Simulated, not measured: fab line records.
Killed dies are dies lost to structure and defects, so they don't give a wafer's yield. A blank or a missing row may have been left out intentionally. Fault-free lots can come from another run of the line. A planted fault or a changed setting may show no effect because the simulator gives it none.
fab line records -- flow gf180mcu
[record] lots = 7, wafers = 21, lastDay = 34
route steps=602 shown V4@491 MIM@503
lots with no fault: from the same line, run without faults
startH: hours from the record's first day to the start of the lot's first wafer shown -- waitH: hours from the lot's prior step to this one -- " repeats the value in the row above -- L1.1+2: several wafers, shown together as one row -- - either no value or no given start -- * or withheld: withheld -- < > ~ a bound
route shown NAME@n: names a module that has steps shown in the file, with the first one's number in the route -- usual: mean/standard deviation taken from wafers without a fault -- same: alike in all rows -- chamber/n: place in a boat -- sites: readings site by site -- _std_site: the values' standard deviation -- _edge_site: mean of outer sites minus mean of inner sites -- radiusMm: for every site, how far away it sits from the centre of the wafer -- mask NAME#n: copy n -- behind: the tool/chamber that last shaped the wafer -- hold: why the lot was held/for how many hours/how that ended -- device: whichever transistor did not switch (one of n, p or np) -- end of line: tests of these same wafers at the route's end -- a step given without rows: its recipe and nothing more -- killed: at the first sort, the dies lost to defects and structure; wafer yield is something else -- map: the dies of a wafer, with x for killed, . for not killed, _ for no die there
set.NAME: the setting as run; set.NAME@STEP: as run at that earlier step -- model.NAME: the simulator's own value behind a step, which no gauge read
certain route steps with their lots: each step a table, each wafer a row
services: a tool's chamber out of use, with start hour (startH, from the record's first day; less than 0 if before it), hours out, and reason
[[steps]]
[step GF_V4_OVL_MEAS_15]
[usual] V4_OVL = -5/4.7
lot.wafer,tool,chamber,startH,waitH,V4_OVL[nm]
L890.1,overlay-01,-,629.03,0.1,-7
L890.5,overlay-01,-,629.03,0.1,-3
L890.6,overlay-01,-,629.03,0.1,-7
L892.1,overlay-02,-,631.29,0.1,-6
L892.2,overlay-02,-,631.29,0.1,-8
L892.4,overlay-02,-,631.29,0.1,-9
L891.2,overlay-01,-,636.10,0.1,-6
L891.3,overlay-01,-,636.10,0.1,-8
L891.6,overlay-01,-,636.10,0.1,-5
L893.2,overlay-01,-,643.58,0.1,2
L893.4,overlay-01,-,643.58,0.1,-1
L893.6,overlay-01,-,643.58,0.1,-4
L901.2,overlay-02,-,697.10,0.1,-1
L901.3,overlay-02,-,697.10,0.1,-11
L901.5,overlay-02,-,697.10,0.1,-2
L905.1,overlay-02,-,722.07,0.1,1
L905.3,overlay-02,-,722.07,0.1,-5
L905.6,overlay-02,-,722.07,0.1,-3
L908.1,overlay-02,-,738.29,0.1,-5
L908.2,overlay-02,-,738.29,0.1,1
L908.5,overlay-02,-,738.29,0.1,-5
[step GF_V4_ETCH_16]
[recipe] chemistry = N2/H2, targetDepthA = withheld, overetchA = withheld, timeS = withheld, target = BARC, ionEnergyEv = 200, sourceW = 500, biasW = 100, pressureMtorr = 30, n2FlowSccm = 100, h2FlowSccm = 200
[usual] drypumpMotorCurrentA = 5.5/0.43, oesProductAu = 0.855/0.005, throttleValvePct = 13.224/0.0096
lot.wafer,tool,chamber,startH,waitH,drypumpMotorCurrentA,oesProductAu,throttleValvePct
L890.1,rieDiel-01,2,629.06,0.0,5.9,0.853,13.226
L890.5,rieDiel-01,3,629.06,0.0,6.1,0.850,13.226
L890.6,rieDiel-01,0,629.06,0.0,5.1,0.844,13.223
L892.1,rieDiel-01,0,631.33,0.0,5.1,0.859,13.221
L892.2,rieDiel-01,1,631.33,0.0,4.7,0.854,13.205
L892.4,rieDiel-01,2,631.33,0.0,5.9,0.852,13.238
L891.2,rieDiel-03,0,636.13,0.0,5.8,0.853,13.214
L891.3,rieDiel-03,2,636.13,0.0,5.9,0.856,13.216
L891.6,rieDiel-03,3,636.13,0.0,5.4,0.864,13.234
L893.2,rieDiel-01,3,643.61,0.0,6.1,0.852,13.224
L893.4,rieDiel-01,0,643.61,0.0,5.1,0.853,13.221
L893.6,rieDiel-01,2,643.61,0.0,5.9,0.852,13.214
L901.2,rieDiel-02,0,697.13,0.0,4.9,0.857,13.225
L901.3,rieDiel-02,2,697.13,0.0,5.8,0.860,13.239
L901.5,rieDiel-02,0,697.13,0.0,4.9,0.867,13.227
L905.1,rieDiel-03,3,722.10,0.0,5.4,0.851,13.221
L905.3,rieDiel-03,2,722.10,0.0,5.8,0.856,13.226
L905.6,rieDiel-03,1,722.10,0.0,5.7,0.858,13.232
L908.1,rieDiel-02,2,738.33,0.0,5.9,0.860,13.216
L908.2,rieDiel-02,1,738.33,0.0,5.6,0.847,13.220
L908.5,rieDiel-02,0,738.33,0.0,4.9,0.860,13.199
[step GF_V4_ETCH_17]
[recipe] chemistry = C4F8/O2/Ar, maskMaterial = KrF, target = SiO2, stopOn = TiN, sourceW = 1500, biasW = 1200, pressureMtorr = 40, c4f8FlowSccm = withheld, O2_flow_sccm = 6, Ar_flow_sccm = 300, timeS = withheld, targetDepthA = 6300
[step GF_V4_STRIP_18]
[recipe] chemistry = O2/N2, powerW = 1400, pressureMtorr = 1500, platenTempC = 250, o2FlowSccm = 3000, n2FlowSccm = 300, overashFraction = 0.5473
[usual] drypumpMotorCurrentA = 5.9/0.55, heaterPowerW = 348/33, o2FlowSccm = 2999/8.9, oesProductAu = 0.594/0.0051
lot.wafer,tool,chamber,startH,waitH,drypumpMotorCurrentA,heaterPowerW,o2FlowSccm,oesProductAu,rfHoursCounterH
L890.1,plasmaAsher-02,0,629.19,-,5.6,340,2998,0.591,96
L890.5,plasmaAsher-02,1,629.19,-,6.5,315,3003,0.591,-
L890.6,plasmaAsher-02,0,629.19,-,5.6,330,3008,0.593,-
L892.1,plasmaAsher-04,1,631.46,-,6.4,398,3011,0.595,20
L892.2,plasmaAsher-04,0,631.46,-,5.2,354,3006,0.595,20
L892.4,plasmaAsher-04,1,631.46,-,6.4,402,3014,0.599,-
L891.2,plasmaAsher-03,1,636.26,-,5.7,302,2999,0.601,57
L891.3,plasmaAsher-03,0,636.26,-,5.2,294,2990,0.608,-
L891.6,plasmaAsher-03,1,636.26,-,5.7,312,3009,0.603,-
L893.2,plasmaAsher-03,0,643.74,-,5.2,305,3006,0.599,58
L893.4,plasmaAsher-03,0,643.74,-,5.2,295,2994,0.593,-
L893.6,plasmaAsher-03,1,643.74,-,5.7,311,2988,0.599,-
L901.2,plasmaAsher-02,1,697.26,-,6.4,323,3005,0.593,103
L901.3,plasmaAsher-02,0,697.26,-,5.6,336,2995,0.599,-
L901.5,plasmaAsher-02,1,697.26,-,6.4,323,2987,0.595,-
L905.1,plasmaAsher-02,0,722.23,-,5.6,351,3001,0.585,106
L905.3,plasmaAsher-02,0,722.23,-,5.6,338,2989,0.590,-
L905.6,plasmaAsher-02,0,722.23,-,5.6,352,2994,0.590,-
L908.1,plasmaAsher-04,1,738.45,-,6.5,399,2998,0.590,34
L908.2,plasmaAsher-04,0,738.45,-,5.2,361,3009,0.592,34
L908.5,plasmaAsher-04,0,738.45,-,5.2,350,3006,0.592,-
[step GF_V4_STRIP_19]
[recipe] chemistry = postEtchResidueRemover, timeS = 1200, tempC = 72.5
[step GF_V4_CLEAN_20]
[recipe] chemistry = DIW, dry = n2Spin
[step GF_V4_SPUTTER_21]
[recipe] material = Ti, targetThkNm = 15, chamberPressurePa = 5, powerW = 2500, substrateTempC = 200, timeS = 80.02
[usual] cathodeDcPowerW = 2500.0/0.49, chamberPressurePa = 5.001/0.0094, throttleValvePct = 30.4/1.1
lot.wafer,tool,chamber,startH,waitH,cathodeDcPowerW,chamberPressurePa,throttleValvePct
L890.1,pvdSputter-02,-,629.73,0.0,2499.9,5.010,30.6
L890.5,pvdSputter-02,-,629.73,0.0,2500.4,4.997,29.2
L890.6,pvdSputter-02,-,629.73,0.0,2500.5,5.005,32.1
L892.1,pvdSputter-02,-,632.01,0.0,2499.7,5.005,32.2
L892.2,pvdSputter-02,-,632.01,0.0,2501.0,5.001,29.6
L892.4,pvdSputter-02,-,632.01,0.0,2499.8,5.003,31.0
L891.2,pvdSputter-01,-,636.80,0.0,2500.4,4.998,29.5
L891.3,pvdSputter-01,-,636.80,0.0,2499.4,5.005,31.4
L891.6,pvdSputter-01,-,636.80,0.0,2500.7,4.990,29.3
L893.2,pvdSputter-01,-,644.28,0.0,2500.0,5.010,29.6
L893.4,pvdSputter-01,-,644.28,0.0,2499.8,5.016,31.5
L893.6,pvdSputter-01,-,644.28,0.0,2500.0,5.017,31.4
L901.2,pvdSputter-03,-,698.13,0.0,2500.1,4.998,32.0
L901.3,pvdSputter-03,-,698.13,0.0,2499.8,5.000,29.2
L901.5,pvdSputter-03,-,698.13,0.0,2500.6,5.008,29.4
L905.1,pvdSputter-01,-,722.76,0.0,2499.5,5.015,31.4
L905.3,pvdSputter-01,-,722.76,0.0,2499.7,5.015,31.3
L905.6,pvdSputter-01,-,722.76,0.0,2499.9,5.009,31.1
L908.1,pvdSputter-03,-,739.07,0.0,2500.2,4.988,29.9
L908.2,pvdSputter-03,-,739.07,0.0,2500.1,5.001,31.7
L908.5,pvdSputter-03,-,739.07,0.0,2500.0,4.997,31.7
[step GF_V4_SPUTTER_22]
[recipe] material = TiN, targetThkNm = 10, chamberPressurePa = 5, powerW = 4000, timeS = 40
[step GF_V4_CVD_23]
[recipe] material = W, targetThkNm = 350, timeS = 104.9, tempC = 400, pressureTorr = 40
[usual] chamberPressureTorr = 39.99/0.083, heaterPowerW = 819/95
lot.wafer,tool,chamber,startH,waitH,chamberPressureTorr,heaterPowerW
L890.1,cvdW-02,0,629.83,0.0,40.00,882
L890.5,cvdW-02,0,629.83,0.0,39.97,857
L890.6,cvdW-02,1,629.83,0.0,40.03,786
L892.1,cvdW-01,0,632.11,0.0,39.97,955
L892.2,cvdW-01,1,632.11,0.0,40.01,668
L892.4,cvdW-01,0,632.11,0.0,39.95,933
L891.2,cvdW-02,0,636.90,0.0,40.06,838
L891.3,cvdW-02,1,636.90,0.0,39.80,803
L891.6,cvdW-02,1,636.90,0.0,39.87,800
L893.2,cvdW-02,0,644.38,0.0,40.00,844
L893.4,cvdW-02,0,644.38,0.0,39.90,825
L893.6,cvdW-02,0,644.38,0.0,39.96,848
L901.2,cvdW-01,1,698.23,0.0,40.11,654
L901.3,cvdW-01,1,698.23,0.0,40.03,664
L901.5,cvdW-01,1,698.23,0.0,40.07,659
L905.1,cvdW-02,0,722.86,0.0,40.15,854
L905.3,cvdW-02,1,722.86,0.0,40.09,817
L905.6,cvdW-02,1,722.86,0.0,39.87,799
L908.1,cvdW-02,1,739.17,0.0,40.06,811
L908.2,cvdW-02,0,739.17,0.0,40.08,854
L908.5,cvdW-02,1,739.17,0.0,39.89,805
[step GF_V4_RS_MEAS_24]
[recipe] thkMeasGauge = four-point-probe, reads = W_of_V4_CVD_23+TiN_of_V4_SPUTTER_22+Ti_of_V4_SPUTTER_21
[usual] V4_W_RS = 0.327/0.0067
lot.wafer,tool,chamber,startH,waitH,V4_W_RS[ohm/sq]
L890.1,filmMetro-02,-,629.94,0.1,0.335
L890.5,filmMetro-02,-,629.94,0.1,0.331
L890.6,filmMetro-02,-,629.94,0.1,0.320
L892.1,filmMetro-01,-,632.22,0.1,0.338
L892.2,filmMetro-01,-,632.22,0.1,0.328
L892.4,filmMetro-01,-,632.22,0.1,0.332
L891.2,filmMetro-04,-,637.03,0.1,0.332
L891.3,filmMetro-04,-,637.03,0.1,0.324
L891.6,filmMetro-04,-,637.03,0.1,0.320
L893.2,filmMetro-01,-,644.51,0.1,0.325
L893.4,filmMetro-01,-,644.51,0.1,0.331
L893.6,filmMetro-01,-,644.51,0.1,0.330
L901.2,filmMetro-04,-,698.36,0.1,0.330
L901.3,filmMetro-04,-,698.36,0.1,0.326
L901.5,filmMetro-04,-,698.36,0.1,0.327
L905.1,filmMetro-04,-,722.98,0.1,0.333
L905.3,filmMetro-04,-,722.98,0.1,0.320
L905.6,filmMetro-04,-,722.98,0.1,0.327
L908.1,filmMetro-02,-,739.28,0.1,0.321
L908.2,filmMetro-02,-,739.28,0.1,0.333
L908.5,filmMetro-02,-,739.28,0.1,0.320
[step GF_V4_THK_MEAS_25]
[recipe] thkMeasGauge = xrf, reads = W_of_V4_CVD_23
[usual] V4_W_THK = 360/7.4
lot.wafer,tool,chamber,startH,waitH,V4_W_THK[nm]
L890.1,filmMetro-02,-,630.06,0.1,353
L890.5,filmMetro-02,-,630.06,0.1,358
L890.6,filmMetro-02,-,630.06,0.1,372
L892.1,filmMetro-01,-,632.34,0.1,345
L892.2,filmMetro-01,-,632.34,0.1,358
L892.4,filmMetro-01,-,632.34,0.1,352
L891.2,filmMetro-04,-,637.14,0.1,358
L891.3,filmMetro-04,-,637.14,0.1,370
L891.6,filmMetro-04,-,637.14,0.1,371
L893.2,filmMetro-01,-,644.62,0.1,361
L893.4,filmMetro-01,-,644.62,0.1,354
L893.6,filmMetro-01,-,644.62,0.1,356
L901.2,filmMetro-04,-,698.47,0.1,359
L901.3,filmMetro-04,-,698.47,0.1,364
L901.5,filmMetro-04,-,698.47,0.1,363
L905.1,filmMetro-04,-,723.10,0.1,355
L905.3,filmMetro-04,-,723.10,0.1,368
L905.6,filmMetro-04,-,723.10,0.1,363
L908.1,filmMetro-02,-,739.40,0.1,370
L908.2,filmMetro-02,-,739.40,0.1,354
L908.5,filmMetro-02,-,739.40,0.1,371
[step GF_V4_CMP_26]
[recipe] stopOn = SiO2, downForcePsi = 3.5, platenRpm = 60, tOverpolishS = 15, targetThkNm = 0, padVelocityMS = 0.94248
[step GF_MIM_SPUTTER_00]
[recipe] material = Ti, targetThkNm = 37.5, arrivingIonEnergyEv = 80, substrateTempC = 200, chamberPressurePa = 2, powerW = 4000, timeS = 150
[usual] cathodeDcPowerW = 3999.9/0.76, chamberPressurePa = 2.000/0.0045, throttleValvePct = 30.2/0.97
lot.wafer,tool,chamber,startH,waitH,cathodeDcPowerW,chamberPressurePa,throttleValvePct
L890.1,pvdSputter-04,-,630.42,0.2,3999.3,2.002,31.4
L890.5,pvdSputter-04,-,630.42,0.2,4000.0,2.002,29.7
L890.6,pvdSputter-04,-,630.42,0.2,3999.7,2.004,30.3
L892.1,pvdSputter-03,-,632.70,0.1,-,-,-
L892.2,pvdSputter-03,-,632.70,0.1,-,-,-
L892.4,pvdSputter-03,-,632.70,0.1,-,-,-
L891.2,pvdSputter-03,-,637.49,0.1,-,-,-
L891.3,pvdSputter-03,-,637.49,0.1,-,-,-
L891.6,pvdSputter-03,-,637.49,0.1,-,-,-
L893.2,pvdSputter-02,-,644.97,0.2,-,-,-
L893.4,pvdSputter-02,-,644.97,0.2,-,-,-
L893.6,pvdSputter-02,-,644.97,0.2,-,-,-
L901.2,pvdSputter-03,-,698.82,0.1,4001.1,2.002,29.1
L901.3,pvdSputter-03,-,698.82,0.1,3999.3,1.999,31.8
L901.5,pvdSputter-03,-,698.82,0.1,4001.1,1.996,30.0
L905.1,pvdSputter-03,-,723.46,0.1,4000.5,1.996,29.2
L905.3,pvdSputter-03,-,723.46,0.1,4000.5,1.994,29.5
L905.6,pvdSputter-03,-,723.46,0.1,4000.7,1.998,29.2
L908.1,pvdSputter-04,-,739.76,0.2,4001.1,1.999,29.5
L908.2,pvdSputter-04,-,739.76,0.2,3999.4,1.996,29.4
L908.5,pvdSputter-04,-,739.76,0.2,3999.7,2.002,30.3
[step GF_MIM_SPUTTER_01]
[recipe] material = TiN, targetThkNm = 30, powerW = 6500, timeS = 25, chamberPressurePa = 0.4
[usual] cathodeDcPowerW = 6499.9/1.2, chamberPressurePa = 0.3999/0.00084, throttleValvePct = 30.2/0.96
lot.wafer,tool,chamber,startH,waitH,cathodeDcPowerW,chamberPressurePa,throttleValvePct
L890.1,pvdSputter-04,-,630.52,0.1,6499.8,0.3978,31.1
L890.5,pvdSputter-04,-,630.52,0.1,6499.0,0.3988,29.3
L890.6,pvdSputter-04,-,630.52,0.1,6500.1,0.3994,30.5
L892.1,pvdSputter-03,-,632.80,0.1,6499.4,0.3993,29.2
L892.2,pvdSputter-03,-,632.80,0.1,6499.6,0.3998,29.2
L892.4,pvdSputter-03,-,632.80,0.1,6499.8,0.3973,31.7
L891.2,pvdSputter-03,-,637.59,0.1,6498.7,0.3991,29.0
L891.3,pvdSputter-03,-,637.59,0.1,6499.5,0.4016,31.8
L891.6,pvdSputter-03,-,637.59,0.1,6500.4,0.4002,29.3
L893.2,pvdSputter-02,-,645.07,0.1,6498.7,0.3987,30.7
L893.4,pvdSputter-02,-,645.07,0.1,6498.6,0.3987,32.2
L893.6,pvdSputter-02,-,645.07,0.1,6499.8,0.3993,30.3
L901.2,pvdSputter-03,-,698.92,0.1,6500.6,0.3993,29.1
L901.3,pvdSputter-03,-,698.92,0.1,6498.8,0.3993,31.9
L901.5,pvdSputter-03,-,698.92,0.1,6500.0,0.4002,30.1
L905.1,pvdSputter-03,-,723.56,0.1,6501.2,0.3992,29.3
L905.3,pvdSputter-03,-,723.56,0.1,6500.4,0.4002,29.0
L905.6,pvdSputter-03,-,723.56,0.1,6497.8,0.3987,29.4
L908.1,pvdSputter-04,-,739.86,0.1,6498.5,0.3998,29.6
L908.2,pvdSputter-04,-,739.86,0.1,6500.4,0.4005,29.4
L908.5,pvdSputter-04,-,739.86,0.1,6500.8,0.4011,29.9
[[services]]
tool,chamber,startH,hours,kind
pvdSputter-04,-,617.91,5.6,repair
plasmaAsher-04,-,618.46,2.8,repair
pvdSputter-01,-,630.58,2.0,repair
plasmaAsher-04,-,637.86,5.9,repair
cvdW-01,-,642.13,1.5,repair
pvdSputter-01,-,646.15,14.4,repair
cvdW-01,-,652.95,6.0,pm
rieDiel-03,1,654.82,59.3,repair
pvdSputter-04,-,661.09,8.7,repair
plasmaAsher-02,-,665.75,14.6,pm
plasmaAsher-03,-,670.78,48.1,repair
rieDiel-02,3,672.21,9.9,repair
rieDiel-03,2,675.64,2.6,repair
pvdSputter-01,-,677.02,8.9,repair
rieDiel-01,-,689.84,2.8,pm
rieDiel-03,0,692.34,3.4,repair
rieDiel-01,2,693.54,4.7,repair
pvdSputter-02,-,702.98,1.9,repair
pvdSputter-04,-,714.70,1.3,repair
plasmaAsher-02,-,719.14,0.6,repair
rieDiel-01,0,724.92,9.8,repair
plasmaAsher-02,-,733.75,9.0,pm
plasmaAsher-02,0,733.75,9.0,ventCycle
plasmaAsher-02,1,733.75,9.0,ventCycle
[[key]]
[firstSign] step = GF_MIM_SPUTTER_00, reading = toolRecord, direction = missing
effect none on later readings
metAt GF_MIM_SPUTTER_00
struckWafers L891.2,L891.3,L891.6,L892.1,L892.2,L892.4,L893.2,L893.4,L893.6
laterRowsLeftOut L891.2,L891.3,L891.6,L892.1,L892.2,L892.4,L893.2,L893.4,L893.6
sortLeftOut L891.2,L891.3,L891.6,L892.1,L892.2,L892.4,L893.2,L893.4,L893.6
[fault] kind = skippedStepWhole, tool = pvdSputter-02,pvdSputter-03, chamber = -, onsetH = 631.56, steps = GF_MIM_SPUTTER_00, scope = struckLotsOnly
// sortLeftOut: the simulated sort isn't trusted on such a fault, so these wafers' sort isn't shown, and their yield isn't known
// laterRowsLeftOut: the simulator's readings of these wafers behind a module that went badly wrong aren't trusted and aren't shown, but for the sort
